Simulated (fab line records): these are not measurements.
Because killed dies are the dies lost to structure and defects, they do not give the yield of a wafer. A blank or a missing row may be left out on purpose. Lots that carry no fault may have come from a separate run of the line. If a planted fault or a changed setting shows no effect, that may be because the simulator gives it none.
fab line records + flow gf180mcu
[record]
- lots = 14
- wafers = 42
- lastDay = 34
route steps=602 shown V2@383 M3@410
lots that met no fault: taken from a fault-free run of the same line
startH: start of the lot's first displayed wafer, in hours after the record's first day + waitH: hours from the lot's prior step to this one + " unchanged from the row above + L1.1+2: a row that stands for several wafers + - no value, or no start was given + * or withheld: withheld + < > ~ a bound
route shown NAME@n: names a module that has steps shown in the file, with the first one's number in the route + usual: mean and standard deviation over wafers with no fault + same: alike in all rows + chamber/n: place in a boat + sites: the reading at each site + _std_site: the values' standard deviation + _edge_site: the outer-site mean with the inner-site mean subtracted + radiusMm: for every site, how far away it sits from the centre of the wafer + mask NAME#n: copy n + behind: the most recent tool/chamber to have shaped the wafer + hold: why the lot was held/for how many hours/how that ended + device: whichever transistor did not switch (one of n, p or np) + end of line: the route-end tests of the same wafers + where a step has no rows: the recipe by itself + killed: dies lost to structure and defects at the first sort, not the wafer's yield + map: the dies of a wafer, with x for killed, . for not killed, _ for no die there
set.NAME: the setting as run; set.NAME@STEP: as run at that earlier step + model.NAME: the simulator's own value behind a step, which no gauge read
a sample of lots followed through the steps of the route, with each step as a table and each wafer as a row
services: a tool's chamber out of use, with start hour (startH, from the record's first day; less than 0 if before it), hours out, and reason
[[steps]]
[step GF_V2_THK_MEAS_01]
[recipe]
- reads = SiO2_of_V2_CVD_00
[usual]
- V2_CVD_00_THK = 601/8.5
| lot.wafer | tool         | chamber | startH | waitH | V2_CVD_00_THK[nm] |
|-----------|--------------|---------|--------|-------|-------------------|
| L833.3    | filmMetro-02 | -       | 437.80 | 0.1   | 622               |
| L833.5    | "            | -       | "      | "     | 608               |
| L833.6    | "            | -       | "      | "     | 621               |
| L834.1    | filmMetro-02 | -       | 452.44 | 0.0   | 607               |
| L834.3    | "            | -       | "      | "     | 600               |
| L834.4    | "            | -       | "      | "     | 595               |
| L835.2    | filmMetro-01 | -       | 455.79 | 0.0   | 587               |
| L835.3    | "            | -       | "      | "     | 601               |
| L835.6    | "            | -       | "      | "     | 588               |
| L836.2    | filmMetro-04 | -       | 469.59 | 0.0   | 600               |
| L836.3    | "            | -       | "      | "     | 599               |
| L836.5    | "            | -       | "      | "     | 593               |
| L837.4    | filmMetro-04 | -       | 486.23 | 0.0   | 609               |
| L837.5    | "            | -       | "      | "     | 602               |
| L837.6    | "            | -       | "      | "     | 597               |
| L839.1    | filmMetro-02 | -       | 500.30 | 0.0   | 607               |
| L839.3    | "            | -       | "      | "     | 610               |
| L839.5    | "            | -       | "      | "     | 605               |
| L843.1    | filmMetro-01 | -       | 533.51 | 0.0   | 610               |
| L843.2    | "            | -       | "      | "     | 610               |
| L843.5    | "            | -       | "      | "     | 597               |
| L846.2    | filmMetro-04 | -       | 560.01 | 0.0   | 606               |
| L846.3    | "            | -       | "      | "     | 585               |
| L846.6    | "            | -       | "      | "     | 593               |
| L847.2    | filmMetro-01 | -       | 567.71 | 0.1   | 612               |
| L847.4    | "            | -       | "      | "     | 613               |
| L847.5    | "            | -       | "      | "     | 609               |
| L848.4    | filmMetro-01 | -       | 578.28 | 0.0   | 588               |
| L848.5    | "            | -       | "      | "     | 602               |
| L848.6    | "            | -       | "      | "     | 600               |
| L849.3    | filmMetro-02 | -       | 586.62 | 0.1   | 604               |
| L849.5    | "            | -       | "      | "     | 607               |
| L849.6    | "            | -       | "      | "     | 605               |
| L850.1    | filmMetro-02 | -       | 589.44 | 0.0   | 605               |
| L850.4    | "            | -       | "      | "     | 606               |
| L850.5    | "            | -       | "      | "     | 604               |
| L855.1    | filmMetro-01 | -       | 624.36 | 0.0   | 606               |
| L855.2    | "            | -       | "      | "     | 594               |
| L855.3    | "            | -       | "      | "     | 610               |
| L856.2    | filmMetro-02 | -       | 632.81 | 0.0   | 607               |
| L856.5    | "            | -       | "      | "     | 596               |
| L856.6    | "            | -       | "      | "     | 605               |
[step GF_V2_CVD_02]
[recipe]
- material = SiO2
- targetThkNm = 850
- precursor = TEOS
- tempC = 400
- timeS = 94.851
- rfW = 600
[usual]
- heaterPowerW = 655/70
- susceptorTempC = 399.98/0.21
| lot.wafer | tool     | chamber | startH | waitH | heaterPowerW | sinceWetCleanH | susceptorTempC |
|-----------|----------|---------|--------|-------|--------------|----------------|----------------|
| L833.3    | pecvd-03 | 0       | 437.84 | 0.0   | 645          | 55             | 400.05         |
| L833.5    | "        | 1       | "      | "     | 640          | -              | 399.84         |
| L833.6    | "        | 2       | "      | "     | 555          | -              | 400.22         |
| L834.1    | pecvd-04 | 0       | 452.50 | 0.1   | 654          | 486            | 400.37         |
| L834.3    | "        | 2       | "      | "     | 723          | 486            | 399.77         |
| L834.4    | "        | 1       | "      | "     | 624          | -              | 399.83         |
| L835.2    | pecvd-04 | 0       | 455.84 | 0.0   | 686          | 489            | 399.79         |
| L835.3    | "        | 1       | "      | "     | 623          | 489            | 400.24         |
| L835.6    | "        | 1       | "      | "     | 513          | -              | 399.93         |
| L836.2    | pecvd-04 | 2       | 469.64 | 0.0   | 670          | 503            | 399.50         |
| L836.3    | "        | 0       | "      | "     | 561          | 503            | 399.77         |
| L836.5    | "        | 0       | "      | "     | 637          | -              | 400.03         |
| L837.4    | pecvd-02 | 0       | 486.29 | 0.1   | 555          | -              | 400.15         |
| L837.5    | "        | 1       | "      | "     | 817          | -              | 399.91         |
| L837.6    | "        | 2       | "      | "     | 758          | -              | 400.28         |
| L839.1    | pecvd-02 | 0       | 500.36 | 0.1   | 697          | 742            | 400.05         |
| L839.3    | "        | 1       | "      | "     | 694          | 742            | 399.89         |
| L839.5    | "        | 1       | "      | "     | 774          | -              | 399.97         |
| L843.1    | pecvd-04 | 2       | 533.57 | 0.1   | 628          | 567            | 400.01         |
| L843.2    | "        | 0       | "      | "     | 667          | 567            | 400.14         |
| L843.5    | "        | 0       | "      | "     | 692          | -              | 400.12         |
| L846.2    | pecvd-03 | 0       | 560.06 | 0.0   | 552          | 177            | 399.62         |
| L846.3    | "        | 2       | "      | "     | 579          | 177            | 400.11         |
| L846.6    | "        | 1       | "      | "     | 648          | -              | 400.38         |
| L847.2    | pecvd-02 | 0       | 567.76 | 0.0   | 648          | 809            | 399.88         |
| L847.4    | "        | 2       | "      | "     | 645          | -              | 400.38         |
| L847.5    | "        | 0       | "      | "     | 667          | -              | 399.75         |
| L848.4    | pecvd-04 | 0       | 578.35 | 0.1   | 667          | -              | 400.00         |
| L848.5    | "        | 2       | "      | "     | 629          | -              | 399.99         |
| L848.6    | "        | 1       | "      | "     | 614          | -              | 399.85         |
| L849.3    | pecvd-02 | 0       | 586.66 | 0.0   | 644          | 828            | 400.01         |
| L849.5    | "        | 2       | "      | "     | 758          | -              | 399.54         |
| L849.6    | "        | 1       | "      | "     | 780          | -              | 400.35         |
| L850.1    | pecvd-02 | 1       | 589.50 | 0.1   | 814          | 831            | 400.16         |
| L850.4    | "        | 1       | "      | "     | 678          | -              | 400.17         |
| L850.5    | "        | 2       | "      | "     | 775          | -              | 399.85         |
| L855.1    | pecvd-03 | 1       | 624.42 | 0.1   | 631          | 242            | 400.00         |
| L855.2    | "        | 0       | "      | "     | 546          | 242            | 400.06         |
| L855.3    | "        | 2       | "      | "     | 586          | 242            | 399.86         |
| L856.2    | pecvd-04 | 0       | 632.86 | 0.0   | 654          | 666            | 400.07         |
| L856.5    | "        | 1       | "      | "     | 607          | -              | 400.04         |
| L856.6    | "        | 0       | "      | "     | 685          | -              | 400.22         |
[step GF_M3_SPUTTER_01]
[recipe]
- material = TiN
- targetThkNm = 30
- powerW = 6500
- timeS = 25
- chamberPressurePa = 0.4
[usual]
- cathodeDcPowerW = 6499.9/1.2
- chamberPressurePa = 0.4000/0.00081
- throttleValvePct = 29.8/0.78
| lot.wafer | tool          | chamber | startH | waitH | cathodeDcPowerW | chamberPressurePa | throttleValvePct |
|-----------|---------------|---------|--------|-------|-----------------|-------------------|------------------|
| L833.3    | pvdSputter-01 | -       | 464.82 | 0.1   | 6499.5          | 0.3996            | 29.0             |
| L833.5    | "             | -       | "      | "     | 6501.0          | 0.4006            | 29.1             |
| L833.6    | "             | -       | "      | "     | 6500.2          | 0.3994            | 29.1             |
| L834.1    | pvdSputter-04 | -       | 478.68 | 0.1   | 6501.6          | 0.3998            | 30.8             |
| L834.3    | "             | -       | "      | "     | 6498.4          | 0.4004            | 28.5             |
| L834.4    | "             | -       | "      | "     | 6498.8          | 0.4013            | 30.1             |
| L835.2    | pvdSputter-01 | -       | 482.39 | 0.1   | 6500.1          | 0.3993            | 29.0             |
| L835.3    | "             | -       | "      | "     | 6501.0          | 0.4009            | 30.5             |
| L835.6    | "             | -       | "      | "     | 6500.1          | 0.4004            | 28.9             |
| L836.2    | pvdSputter-01 | -       | 496.29 | 0.1   | 6498.4          | 0.4002            | 30.3             |
| L836.3    | "             | -       | "      | "     | 6498.2          | 0.4000            | 30.8             |
| L836.5    | "             | -       | "      | "     | 6500.2          | 0.4005            | 28.7             |
| L837.4    | pvdSputter-01 | -       | 512.02 | 0.1   | 6499.2          | 0.4005            | 30.7             |
| L837.5    | "             | -       | "      | "     | 6501.0          | 0.4015            | 29.1             |
| L837.6    | "             | -       | "      | "     | 6500.0          | 0.4009            | 30.4             |
| L839.1    | pvdSputter-04 | -       | 526.27 | 0.1   | 6498.4          | 0.4008            | 30.9             |
| L839.3    | "             | -       | "      | "     | 6500.6          | 0.3999            | 28.6             |
| L839.5    | "             | -       | "      | "     | 6499.1          | 0.3998            | 30.5             |
| L843.1    | pvdSputter-01 | -       | 557.94 | 0.1   | 6501.0          | 0.4011            | 30.7             |
| L843.2    | "             | -       | "      | "     | 6500.3          | 0.4004            | 30.2             |
| L843.5    | "             | -       | "      | "     | 6500.9          | 0.3996            | 28.9             |
| L846.2    | pvdSputter-03 | -       | 583.91 | 0.1   | 6499.4          | 0.3994            | 29.2             |
| L846.3    | "             | -       | "      | "     | 6498.8          | 0.3999            | 29.6             |
| L846.6    | "             | -       | "      | "     | 6500.7          | 0.3995            | 29.1             |
| L847.2    | pvdSputter-03 | -       | 591.59 | 0.1   | 6499.7          | 0.3986            | 30.5             |
| L847.4    | "             | -       | "      | "     | 6499.4          | 0.4021            | 29.4             |
| L847.5    | "             | -       | "      | "     | 6498.9          | 0.4007            | 29.5             |
| L848.4    | pvdSputter-03 | -       | 601.61 | 0.1   | -               | -                 | -                |
| L848.5    | "             | -       | "      | "     | -               | -                 | -                |
| L848.6    | "             | -       | "      | "     | -               | -                 | -                |
| L849.3    | pvdSputter-03 | -       | 608.01 | 0.1   | -               | -                 | -                |
| L849.5    | "             | -       | "      | "     | -               | -                 | -                |
| L849.6    | "             | -       | "      | "     | -               | -                 | -                |
| L850.1    | pvdSputter-01 | -       | 612.89 | 0.1   | 6500.3          | 0.3984            | 30.3             |
| L850.4    | "             | -       | "      | "     | 6498.7          | 0.4004            | 29.0             |
| L850.5    | "             | -       | "      | "     | 6500.5          | 0.3999            | 28.9             |
| L855.1    | pvdSputter-04 | -       | 646.30 | 0.1   | 6499.6          | 0.3991            | 30.6             |
| L855.2    | "             | -       | "      | "     | 6499.8          | 0.3999            | 28.6             |
| L855.3    | "             | -       | "      | "     | 6499.6          | 0.3995            | 30.2             |
| L856.2    | pvdSputter-04 | -       | 654.82 | 0.1   | 6500.3          | 0.4014            | 30.4             |
| L856.5    | "             | -       | "      | "     | 6500.1          | 0.4010            | 30.0             |
| L856.6    | "             | -       | "      | "     | 6499.3          | 0.3997            | 30.3             |
[step GF_M3_SPUTTER_04]
[recipe]
- material = TiN
- targetThkNm = 50
- powerW = 6500
- timeS = 41.7
- chamberPressurePa = 0.4
[usual]
- cathodeDcPowerW = 6500.1/1.2
- chamberPressurePa = 0.4001/0.00086
- throttleValvePct = 29.8/0.78
| lot.wafer | tool          | chamber | startH | waitH | cathodeDcPowerW | chamberPressurePa | throttleValvePct |
|-----------|---------------|---------|--------|-------|-----------------|-------------------|------------------|
| L833.3    | pvdSputter-01 | -       | 464.90 | 0.0   | 6502.6          | 0.4004            | 28.9             |
| L833.5    | "             | -       | "      | "     | 6499.5          | 0.4002            | 28.9             |
| L833.6    | "             | -       | "      | "     | 6502.7          | 0.4007            | 28.7             |
| L834.1    | pvdSputter-04 | -       | 478.76 | 0.0   | 6498.1          | 0.4004            | 30.7             |
| L834.3    | "             | -       | "      | "     | 6501.2          | 0.3996            | 28.5             |
| L834.4    | "             | -       | "      | "     | 6500.4          | 0.4007            | 30.4             |
| L835.2    | pvdSputter-01 | -       | 482.47 | 0.0   | 6500.2          | 0.3998            | 28.8             |
| L835.3    | "             | -       | "      | "     | 6501.2          | 0.3997            | 30.7             |
| L835.6    | "             | -       | "      | "     | 6499.1          | 0.3991            | 28.4             |
| L836.2    | pvdSputter-01 | -       | 496.37 | 0.0   | 6498.2          | 0.4002            | 29.8             |
| L836.3    | "             | -       | "      | "     | 6501.6          | 0.4005            | 30.8             |
| L836.5    | "             | -       | "      | "     | 6499.9          | 0.3990            | 28.7             |
| L837.4    | pvdSputter-01 | -       | 512.10 | 0.0   | 6498.4          | 0.4013            | 30.7             |
| L837.5    | "             | -       | "      | "     | 6501.1          | 0.3992            | 28.9             |
| L837.6    | "             | -       | "      | "     | 6499.4          | 0.3995            | 30.0             |
| L839.1    | pvdSputter-04 | -       | 526.35 | 0.0   | 6500.5          | 0.4000            | 30.8             |
| L839.3    | "             | -       | "      | "     | 6501.4          | 0.4005            | 28.5             |
| L839.5    | "             | -       | "      | "     | 6499.5          | 0.3990            | 30.4             |
| L843.1    | pvdSputter-01 | -       | 558.02 | 0.0   | 6501.1          | 0.3998            | 30.6             |
| L843.2    | "             | -       | "      | "     | 6501.4          | 0.3988            | 30.3             |
| L843.5    | "             | -       | "      | "     | 6502.0          | 0.3994            | 28.8             |
| L846.2    | pvdSputter-03 | -       | 583.99 | 0.0   | 6499.5          | 0.4015            | 29.1             |
| L846.3    | "             | -       | "      | "     | 6500.0          | 0.3988            | 29.1             |
| L846.6    | "             | -       | "      | "     | 6498.7          | 0.4012            | 29.4             |
| L847.2    | pvdSputter-03 | -       | 591.67 | 0.0   | 6500.4          | 0.3998            | 30.5             |
| L847.4    | "             | -       | "      | "     | 6501.0          | 0.4025            | 29.1             |
| L847.5    | "             | -       | "      | "     | 6499.7          | 0.4011            | 29.4             |
| L848.4    | pvdSputter-03 | -       | 601.69 | 0.0   | 6497.9          | 0.4017            | 29.3             |
| L848.5    | "             | -       | "      | "     | 6499.3          | 0.4002            | 30.3             |
| L848.6    | "             | -       | "      | "     | 6498.9          | 0.3998            | 30.8             |
| L849.3    | pvdSputter-03 | -       | 608.17 | 0.0   | 6499.6          | 0.3996            | 30.4             |
| L849.5    | "             | -       | "      | "     | 6500.0          | 0.4009            | 29.4             |
| L849.6    | "             | -       | "      | "     | 6498.9          | 0.4003            | 30.3             |
| L850.1    | pvdSputter-01 | -       | 612.97 | 0.0   | 6500.0          | 0.3991            | 29.9             |
| L850.4    | "             | -       | "      | "     | 6499.3          | 0.3998            | 28.8             |
| L850.5    | "             | -       | "      | "     | 6500.4          | 0.3997            | 28.7             |
| L855.1    | pvdSputter-04 | -       | 646.38 | 0.0   | 6499.8          | 0.3992            | 31.0             |
| L855.2    | "             | -       | "      | "     | 6499.7          | 0.4001            | 28.7             |
| L855.3    | "             | -       | "      | "     | 6500.4          | 0.4006            | 29.9             |
| L856.2    | pvdSputter-04 | -       | 654.90 | 0.0   | 6500.9          | 0.4005            | 30.6             |
| L856.5    | "             | -       | "      | "     | 6500.1          | 0.3994            | 30.0             |
| L856.6    | "             | -       | "      | "     | 6500.3          | 0.3994            | 30.3             |
[step GF_M3_METAL_ETCH_16]
[recipe]
- chemistry = Cl2/BCl3
- maskMaterial = KrF
- targetDepthNm = 627.5
- stopOn = SiO2
- pressureMtorr = 8
- icpW = 800
- biasW = 140
- Cl2_flow_sccm = 80
- bcl3FlowSccm = 40
- timeS = 104.6
[usual]
- drypumpMotorCurrentA = 5.93/0.21
- oesProductAu = 0.970/0.0066
- throttleValvePct = 28.251/0.01
| lot.wafer | tool        | chamber | startH | waitH | drypumpMotorCurrentA | oesProductAu | rfHoursCounterH | throttleValvePct |
|-----------|-------------|---------|--------|-------|----------------------|--------------|-----------------|------------------|
| L833.3    | rieMetal-04 | 1       | 489.31 | 0.1   | 6.07                 | 0.968        | -               | 28.256           |
| L833.5    | "           | 0       | "      | "     | 6.00                 | 0.967        | -               | 28.227           |
| L833.6    | "           | 1       | "      | "     | 6.06                 | 0.972        | -               | 28.257           |
| L834.1    | rieMetal-04 | 1       | 502.26 | 0.0   | 6.06                 | 0.977        | 10              | 28.253           |
| L834.3    | "           | 1       | "      | "     | 6.06                 | 0.974        | -               | 28.241           |
| L834.4    | "           | 0       | "      | "     | 6.00                 | 0.971        | -               | 28.255           |
| L835.2    | rieMetal-04 | 0       | 506.30 | 0.0   | 6.02                 | 0.968        | 7               | 28.258           |
| L835.3    | "           | 1       | "      | "     | 6.06                 | 0.982        | -               | 28.256           |
| L835.6    | "           | 1       | "      | "     | 6.05                 | 0.973        | -               | 28.244           |
| L836.2    | rieMetal-04 | 1       | 520.21 | 0.0   | 6.07                 | 0.971        | 11              | 28.262           |
| L836.3    | "           | 0       | "      | "     | 6.00                 | 0.964        | -               | 28.243           |
| L836.5    | "           | 0       | "      | "     | 6.01                 | 0.968        | -               | 28.243           |
| L837.4    | rieMetal-01 | 0       | 535.44 | 0.0   | 5.35                 | 0.976        | -               | 28.230           |
| L837.5    | "           | 1       | "      | "     | 5.62                 | 0.983        | -               | 28.251           |
| L837.6    | "           | 0       | "      | "     | 5.35                 | 0.969        | -               | 28.254           |
| L839.1    | rieMetal-03 | 1       | 548.88 | 0.0   | 6.04                 | 0.972        | 3               | 28.246           |
| L839.3    | "           | 1       | "      | "     | 6.02                 | 0.976        | -               | 28.257           |
| L839.5    | "           | 0       | "      | "     | 5.98                 | 0.973        | -               | 28.243           |
| L843.1    | rieMetal-04 | 0       | 580.16 | 0.0   | 5.99                 | 0.965        | 9               | 28.279           |
| L843.2    | "           | 1       | "      | "     | 6.06                 | 0.970        | 12              | 28.240           |
| L843.5    | "           | 1       | "      | "     | 6.05                 | 0.968        | -               | 28.256           |
| L846.2    | rieMetal-04 | 0       | 604.96 | 0.1   | 6.00                 | 0.965        | -               | 28.266           |
| L846.3    | "           | 0       | "      | "     | 6.01                 | 0.956        | -               | 28.251           |
| L846.6    | "           | 0       | "      | "     | 6.01                 | 0.964        | -               | 28.266           |
| L847.2    | rieMetal-04 | 0       | 612.87 | 0.0   | 6.00                 | 0.967        | 11              | 28.251           |
| L847.4    | "           | 0       | "      | "     | 6.00                 | 0.966        | -               | 28.229           |
| L847.5    | "           | 0       | "      | "     | 6.01                 | 0.960        | -               | 28.263           |
| L848.4    | rieMetal-03 | 1       | 622.86 | 0.0   | 6.03                 | 0.943        | -               | 28.281           |
| L848.5    | "           | 0       | "      | "     | 5.99                 | 0.943        | -               | 28.279           |
| L848.6    | "           | 1       | "      | "     | 6.06                 | 0.945        | -               | 28.279           |
| L849.3    | rieMetal-03 | 1       | 628.78 | 0.1   | 6.04                 | 0.941        | -               | 28.301           |
| L849.5    | "           | 0       | "      | "     | 5.98                 | 0.945        | -               | 28.276           |
| L849.6    | "           | 1       | "      | "     | 6.01                 | 0.944        | -               | 28.281           |
| L850.1    | rieMetal-03 | 0       | 633.41 | 0.0   | 5.98                 | 0.990        | 8               | 28.240           |
| L850.4    | "           | 1       | "      | "     | 6.01                 | 0.984        | -               | 28.238           |
| L850.5    | "           | 1       | "      | "     | 6.05                 | 0.979        | -               | 28.229           |
| L855.1    | rieMetal-03 | 0       | 666.31 | 0.0   | 5.99                 | 0.975        | 10              | 28.258           |
| L855.2    | "           | 1       | "      | "     | 6.05                 | 0.981        | 6               | 28.258           |
| L855.3    | "           | 0       | "      | "     | 5.99                 | 0.975        | -               | 28.248           |
| L856.2    | rieMetal-04 | 0       | 674.01 | 0.0   | 6.00                 | 0.962        | 13              | 28.256           |
| L856.5    | "           | 0       | "      | "     | 5.99                 | 0.959        | -               | 28.266           |
| L856.6    | "           | 1       | "      | "     | 6.05                 | 0.973        | -               | 28.234           |
[[services]]
| tool          | chamber | startH | hours | kind                  |
|---------------|---------|--------|-------|-----------------------|
| rieMetal-04   | -       | 415.83 | 0.9   | repair                |
| pvdSputter-01 | 0       | 443.48 | -     | consumableReplace:kit |
| pvdSputter-01 | 0       | 443.48 | 18.0  | scheduledDown         |
| pvdSputter-01 | 0       | 443.48 | 18.0  | ventCycle             |
| rieMetal-04   | 1       | 446.47 | 16.5  | repair                |
| pvdSputter-03 | -       | 467.82 | 54.3  | repair                |
| pvdSputter-03 | -       | 482.85 | 2.1   | repair                |
| rieMetal-01   | -       | 502.35 | 1.3   | repair                |
| pvdSputter-01 | 3       | 574.43 | -     | consumableReplace:kit |
| pvdSputter-01 | 3       | 574.43 | 18.0  | scheduledDown         |
| pvdSputter-01 | 3       | 574.43 | 18.0  | ventCycle             |
| rieMetal-01   | -       | 585.39 | 3.1   | repair                |
| rieMetal-04   | 1       | 585.85 | -     | clean                 |
| rieMetal-04   | 1       | 585.85 | 20.7  | scheduledDown         |
| rieMetal-04   | 1       | 585.85 | 20.7  | ventCycle             |
| pecvd-02      | -       | 591.12 | 14.0  | pm                    |
| pvdSputter-04 | 2       | 606.78 | -     | consumableReplace:kit |
| rieMetal-01   | -       | 611.10 | 14.6  | pm                    |
| pecvd-04      | 1       | 639.39 | 6.4   | repair                |
| rieMetal-03   | 1       | 642.35 | 9.9   | repair                |
| pecvd-04      | -       | 642.89 | 2.8   | pm                    |
| pecvd-03      | 1       | 659.12 | 8.4   | repair                |
| rieMetal-03   | -       | 671.97 | 0.6   | repair                |
| rieMetal-03   | 0       | 673.77 | 1.0   | repair                |
[[key]]
[firstSign]
- step = GF_M3_SPUTTER_01
- reading = toolRecord
- direction = missing
[effect]
- step = GF_M3_METAL_ETCH_16
- reading = oesProductAu
- direction = down
- sigmas = 3.9
- usual = 0.970
- struck = 0.944
metAt GF_M3_SPUTTER_01
struckLots L848,L849
laterRowsLeftOut L848.4,L848.5,L848.6,L849.3,L849.5,L849.6
sortLeftOut L848.4,L848.5,L848.6,L849.3,L849.5,L849.6
notActingAt GF_V2_THK_MEAS_01,GF_V2_CVD_02,GF_M3_SPUTTER_04
onsetBetween 591.59 601.61
[earlierFault]
- kind = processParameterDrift
- tool = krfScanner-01
- chamber = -
- onsetH = 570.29
- steps = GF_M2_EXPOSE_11
- channel = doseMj
- offset = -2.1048
- shape = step
- actsIn = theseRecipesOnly
- stated = 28
[fault]
- kind = skippedStepWhole
- tool = pvdSputter-03
- chamber = -
- onsetH = 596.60
- steps = GF_M3_SPUTTER_01
- scope = struckLotsOnly
// sortLeftOut: the simulated sort isn't trusted on such a fault, so these wafers' sort isn't shown, and their yield isn't known
// laterRowsLeftOut: the simulator's readings of these wafers behind a module that went badly wrong aren't trusted and aren't shown, but for the sort
